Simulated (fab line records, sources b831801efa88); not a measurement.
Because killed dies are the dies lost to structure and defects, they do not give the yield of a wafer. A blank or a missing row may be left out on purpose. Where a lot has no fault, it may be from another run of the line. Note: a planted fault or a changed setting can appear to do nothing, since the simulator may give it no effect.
Comparing a struck lot with a sound one / flow sfq-line / 29 steps out of a route of 325
Sound: the wafers L502.1, L502.5, L502.6. The struck wafers were L499.1, L499.2, L499.3. The cause is named last.
For every step that has rows: the tool of each side, followed by ch and its chambers, followed by its first start. Under that, the readings that differ: sound wafers / struck wafers / difference of the means / sigmas: that difference in standard deviations of wafers without a fault.
alike: readings whose means differ by less than 2 such deviations, and words and numbers that are the same on both sides. not compared: withheld readings, readings that some wafer has no value for, bounds like >300 that may hide the same value, and numbers for which the record gives no deviation and whose values overlap.
Wherever a step has rows on one side only, a row that says differs or no value, or a row with sigmas, the two part there. Non-overlapping numbers with no deviation appear without sigmas and do not part them. Lack of a reading on every wafer of one side parts them only where that side has two or more wafers.

first, 2 steps without rows for these wafers: SFQ_TRILAYER_I2_VIA_STRIP_SOLV_CLEAN_072 (cleans in NMP, time 600 s); SFQ_TRILAYER_M3_DEP_PRE_CLEAN_074 (time 22.5 s).
SFQ_TRILAYER_M3_DEP_SPUTTER_073: material Nb, target thk 200 nm, time 133.3 s.
  sound: pvd-sputter-03 at day 27 19:58; struck: pvd-sputter-05 at day 27 00:46
  alike: chamber-pressure-pa, throttle-valve-pct
SFQ_M3_RS_MEAS_919: measurement is done with a four-point probe.
  sound: film-metro-01 at day 27 20:03; struck: film-metro-01 at day 27 00:51
  alike: M3_NB_RS
then, 6 steps without rows for these wafers: SFQ_TRILAYER_M3_LITHO_COAT_080 (resist thk 62 nm); SFQ_TRILAYER_M3_LITHO_COAT_075 (resist thk 600 nm); SFQ_TRILAYER_M3_LITHO_SOFTBAKE_079; SFQ_TRILAYER_M3_LITHO_EXPOSE_076 (exposes mask M3, target cd 500 nm); SFQ_TRILAYER_M3_LITHO_PEB_078 (peb time 60 s); SFQ_TRILAYER_M3_LITHO_DEVELOP_077 (time 60 s).
-- the record jumps here: 6 days lie between the struck wafers' starts before and after --
SFQ_M3_OVL_MEAS_921:
  sound: overlay-02 at day 34 04:13; struck: overlay-01 at day 33 00:39
reading=M3_OVL (nm); sound=13 10 16; struck=-5 -10 -4; difference=-19; sigmas=-3
SFQ_TRILAYER_M3_BARC_OPEN_METAL_ETCH_100: etches BARC in O2, target depth 125 nm, time 41.7 s.
  sound on rie-metal-02 ch 0,1, day 34 04:15; struck on rie-metal-01 ch 1, day 33 00:41
  no value came back on the struck wafers for any of 5 readings (bias-w (W), chamber-pressure-mTorr (mTorr) and others); on the sound wafers bias-w (W) reads 79.78 79.92 80.24
reading=model.KrF_of_TRILAYER_M3_LITHO_COAT_075.thk-nm (nm); sound=520.4 519.9 520.8; struck=572.2 571.5 571.9; difference=+51.5; sigmas=
  not compared: rf-hours-counter-h
SFQ_TRILAYER_M3_ETCH_METAL_ETCH_078: etches Nb in Cl2/Ar, stops on SiO2, target depth 240 nm, time 120 s.
  sound on rie-metal-02 ch 0,1, day 34 04:19; struck on rie-metal-01 ch 1, day 33 00:49
reading=oes-product-au (a.u.); sound=0.883 0.895 0.889; struck=0.372 0.374 0.375; difference=-0.515; sigmas=-71
reading=model.KrF_of_TRILAYER_M3_LITHO_COAT_075.thk-nm (nm); sound=378.9 377.8 380; struck=434.3 433.1 434.1; difference=+54.9; sigmas=
  alike: bias-w, chamber-pressure-mTorr, drypump-motor-current-A, he-backside-leak-sccm
  not compared: rf-hours-counter-h
SFQ_TRILAYER_M3_STRIP_STRIP_079: strips in O2.
  sound on rie-metal-02 ch 0,1, day 34 04:26; struck on rie-metal-01 ch 1, day 33 01:04
  alike: drypump-motor-current-A, he-backside-leak-sccm, oes-product-au
  not compared: rf-hours-counter-h
then, 3 steps without rows for these wafers: SFQ_TRILAYER_M3_STRIP_SOLV_CLEAN_080 (cleans in NMP, time 600 s); SFQ_TRILAYER_I3_DEP_PECVD_081 (deposits SiO2 from SiH4/N2O, time 111.11 s, target thk 500 nm); SFQ_TRILAYER_I3_CMP_CMP_082 (polishes SiO2).
SFQ_I3_BOW_MEAS_922:
  sound: film-metro-01 at day 34 16:48; struck: film-metro-01 at day 33 16:10
reading=I3_BOW (um); sound=4 10 12; struck=-10 -19 -6; difference=-20; sigmas=-2
SFQ_TRILAYER_I3_METRO_MEASURE_083:
  sound: film-metro-01 at day 34 16:55; struck: film-metro-01 at day 33 16:17
  alike: thk-nm
then, 3 steps without rows for these wafers: SFQ_TRILAYER_I3_VIA_LITHO_COAT_090 (resist thk 62 nm); SFQ_TRILAYER_I3_VIA_LITHO_COAT_085 (resist thk 650 nm); SFQ_TRILAYER_I3_VIA_LITHO_SOFTBAKE_089.
-- the record jumps here: 6 days lie between the struck wafers' starts before and after --
SFQ_TRILAYER_I3_VIA_LITHO_EXPOSE_086: exposes mask I3, target cd 500 nm.
  sound on krf-scanner-02 ch 0, day 41 03:07; struck on krf-scanner-02, day 39 20:52
  no value came back on the struck wafers for exposure-dose-mJ-cm2, focus-offset-nm (nm); on the sound wafers exposure-dose-mJ-cm2 reads 21.297 21.298 21.301
  alike: mask
then, 2 steps without rows for these wafers: SFQ_TRILAYER_I3_VIA_LITHO_PEB_088 (peb time 60 s); SFQ_TRILAYER_I3_VIA_LITHO_DEVELOP_087 (time 60 s).
SFQ_I3_OVL_MEAS_923:
  sound: overlay-01 at day 41 04:37; struck: overlay-02 at day 39 22:22
reading=I3_OVL (nm); sound=3 2 -1; struck=- - -; difference=no value on the struck wafers; sigmas=
SFQ_TRILAYER_I3_VIA_BARC_OPEN_VIA_ETCH_121: etches BARC in O2, target depth 125 nm, time 41.7 s.
  sound on rie-diel-04 ch 0,2,3, day 41 04:39; struck on rie-diel-03 ch 1,2,3, day 39 22:24
  alike: bias-w, chamber-pressure-mTorr, drypump-motor-current-A, oes-product-au
  not compared: rf-hours-counter-h
SFQ_TRILAYER_I3_VIA_ETCH_VIA_ETCH_088: etches SiO2 in CHF3, stops on Nb, target depth 260 nm.
  sound on rie-diel-04 ch 0,2,3, day 41 04:41; struck on rie-diel-03 ch 1,2,3, day 39 22:26
reading=bias-w (W); sound=79.80 80.13 79.33; struck=80.10 80.15 80.36; difference=+0.45; sigmas=+2
reading=oes-product-au (a.u.); sound=0.857 0.856 0.844; struck=0.377 0.372 0.383; difference=-0.475; sigmas=-82
reading=model.I3.cd-nm (nm); sound=499.4 499.2 501.2; struck=2.877 2.832 4.318; difference=-496.591; sigmas=
  alike: chamber-pressure-mTorr, drypump-motor-current-A
SFQ_TRILAYER_I3_VIA_STRIP_STRIP_089: strips in O2.
  sound on rie-metal-03 ch 0,1, day 41 04:48; struck on rie-metal-01 ch 0,1, day 39 22:33
  alike: drypump-motor-current-A, he-backside-leak-sccm, oes-product-au
  not compared: rf-hours-counter-h

WHERE THEY PART
Earliest at SFQ_M3_OVL_MEAS_921; latest, in this record, at SFQ_TRILAYER_I3_VIA_ETCH_VIA_ETCH_088. Later steps at which nothing parts them and some readings are alike: SFQ_TRILAYER_I3_VIA_STRIP_STRIP_089.

WHY: what the simulator had put in
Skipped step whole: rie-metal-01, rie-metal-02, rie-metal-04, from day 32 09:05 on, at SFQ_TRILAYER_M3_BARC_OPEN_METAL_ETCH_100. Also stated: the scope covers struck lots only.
